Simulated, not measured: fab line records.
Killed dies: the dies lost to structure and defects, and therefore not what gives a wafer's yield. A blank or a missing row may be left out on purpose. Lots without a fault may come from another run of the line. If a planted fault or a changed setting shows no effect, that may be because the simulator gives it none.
Struck lot and sound lot, side by side    flow sky130    21 out of 708 route steps
Sound: these wafers, L774.2, L774.3, L774.6. Wafers struck: L775.1, L775.4, L775.6. The cause comes at the end.
At each step with rows: each side's tool, then ch and its chambers, then its first start. Under that, the readings that differ: sound wafers    struck wafers    difference of the means    sigmas: that difference in standard deviations of wafers without a fault.
alike: a reading whose means differ by less than 2 such deviations, as well as words and numbers matching on both sides. not compared: withheld readings; readings where some wafer has no value; bounds like >300 that might hide an equal value; numbers whose values overlap and for which the record gives no deviation.
The two part at a step that has a row with sigmas, a row that says differs or no value, or rows on one side only. Non-overlapping numbers with no deviation appear without sigmas and do not part them. A reading that every wafer of one side lacks parts them only if that side has two wafers or more.

first, 1 step without rows for these wafers: SKY_POLY_GATE_OXIDATION_20 (stabilise 600 s, purge 300 s, target thk 4 nm).
SKY_POLY_GATE_THK_MEAS_21:
  sound on film_metro-03, day 17 12:00; struck on film_metro-01, day 19 00:53
  alike: POLY_GATE_OXIDATION_THK
SKY_POLY_GATE_CD_MEAS_22:
  sound on cd_sem-01, day 17 12:05; struck on cd_sem-01, day 19 00:56
  alike: cd_nm
then, 7 steps without rows for these wafers: SKY_LDD_N_DEHYDRATE_00 (time 60 s); SKY_LDD_N_HMDS_01 (prime time 60 s); SKY_LDD_N_COAT_02 (resist thk 300 nm); SKY_LDD_N_SOFTBAKE_03 (time 60 s); SKY_LDD_N_EXPOSE_04 (exposes mask NTM, target cd 840 nm); SKY_LDD_N_PEB_05; SKY_LDD_N_DEVELOP_06 (develop time 60 s).
SKY_LDD_N_OVL_MEAS_07:
  sound on overlay-01, day 18 18:29; struck on overlay-01, day 20 07:20
  alike: LDD_N_OVL
then, 1 step without rows for these wafers: SKY_LDD_N_IMPLANT_08.
SKY_LDD_N_IMPLANT_09:
  sound on implanter-01 ch 0, day 18 18:41; struck on implanter-03, day 20 07:31
  no value came back on the struck wafers for beam_energy_keV, beam_on_s (s); on the sound wafers beam_energy_keV reads 20.004 20.003 20.009
then, 6 steps without rows for these wafers: SKY_LDD_N_IMPLANT_10; SKY_LDD_N_IMPLANT_11; SKY_LDD_N_IMPLANT_12; SKY_LDD_N_IMPLANT_13; SKY_LDD_N_IMPLANT_14; SKY_LDD_N_IMPLANT_15.
SKY_LDD_N_STRIP_16: strips in O2/N2.
  sound on plasma_asher-03 ch 0,1, day 18 19:43; struck on plasma_asher-02 ch 0, day 20 08:34
reading                       sound              struck             difference  sigmas
strip_time_to_endpoint_s (s)  4.302 4.283 4.275  4.115 4.107 4.119  -0.173      -12
  alike: drypump_motor_current_A, oes_product_au
  not compared: rf_hours_counter_h
SKY_LDD_N_TW_MEAS_17:
  sound on film_metro-01, day 18 19:49; struck on film_metro-03, day 20 08:40
reading   sound           struck          difference  sigmas
LDD_N_TW  2567 2576 2600  2414 2440 2427  -154        -9

== WHERE THEY PART ==
At SKY_LDD_N_IMPLANT_09 first; at SKY_LDD_N_TW_MEAS_17 last (within this record only).

WHY: what the simulator had put in
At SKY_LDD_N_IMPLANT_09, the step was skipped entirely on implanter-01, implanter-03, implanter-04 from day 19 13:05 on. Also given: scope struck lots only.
